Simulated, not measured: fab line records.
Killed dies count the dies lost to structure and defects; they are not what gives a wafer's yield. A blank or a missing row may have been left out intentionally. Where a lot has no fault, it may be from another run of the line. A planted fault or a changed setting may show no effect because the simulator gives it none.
Chamber matching | flow sky130 | SKY_CONTACT_CMP_04 on cmp-01 has 4 sister chambers
The step polishes SiO2. 8 wafers are shown with their chamber, then 12 later ones without.

## EACH WAFER AND ITS CHAMBER
wafer  | chamber | motor_current_A (A) | time_to_endpoint_s (s)
L082.5 | 0       | 14.7                | 84
L082.6 | 1       | 12.5                | 74
L083.3 | 3       | 10.5                | 86
L083.4 | 1       | 12.8                | 71
L083.6 | 3       | 9.7                 | 87
L084.1 | 2       | 11.6                | 81
L084.3 | 0       | 14.4                | 88
L084.5 | 2       | 10.8                | 80

## WAFERS MISSING THEIR CHAMBER
wafer  | motor_current_A (A) | time_to_endpoint_s (s)
L089.1 | 11.6                | 79
L089.3 | 15.6                | 80
L089.6 | 15.1                | 80
L092.1 | 9.8                 | 90
L092.4 | 15.3                | 82
L092.6 | 12.9                | 74
L093.1 | 10.5                | 92
L093.3 | 11.7                | 83
L093.6 | 10.4                | 88
L094.2 | 10.0                | 95
L094.3 | 15.0                | 93
L094.5 | 13.3                | 80

## WHICH CHAMBER EACH WENT THROUGH
wafer  | from the rows above          | in truth
L089.1 | 2                            | 2
L089.3 | 0                            | 0
L089.6 | 0                            | 0
L092.1 | 3                            | 3
L092.4 | 0                            | 0
L092.6 | 1                            | 1
L093.1 | 3                            | 3
L093.3 | 2                            | 2
L093.6 | 3                            | 3
L094.2 | 3                            | 3
L094.3 | 0                            | 0
L094.5 | can't be placed: 1 or 0 or 2 | 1
11 of 12 placed correctly. Not placeable from these rows: 1 (in 1, the candidates include the true chamber). Number placed wrongly: 0.
How it was worked out, from the rows above alone: a wafer's distance from a chamber is the root of the sum, over the readings, of the square of ((its reading less the chamber's mean) divided by the reading's scatter). If the next closest chamber is less than 2 further off than the closest, the wafer can't be placed; otherwise it belongs to the closest. The mean given for a chamber averages the wafers shown for that chamber. How the scatter is found: for the shown wafers, subtract from each reading the mean of its chamber, square and add these, divide the total by (wafers less chambers), then take the root.
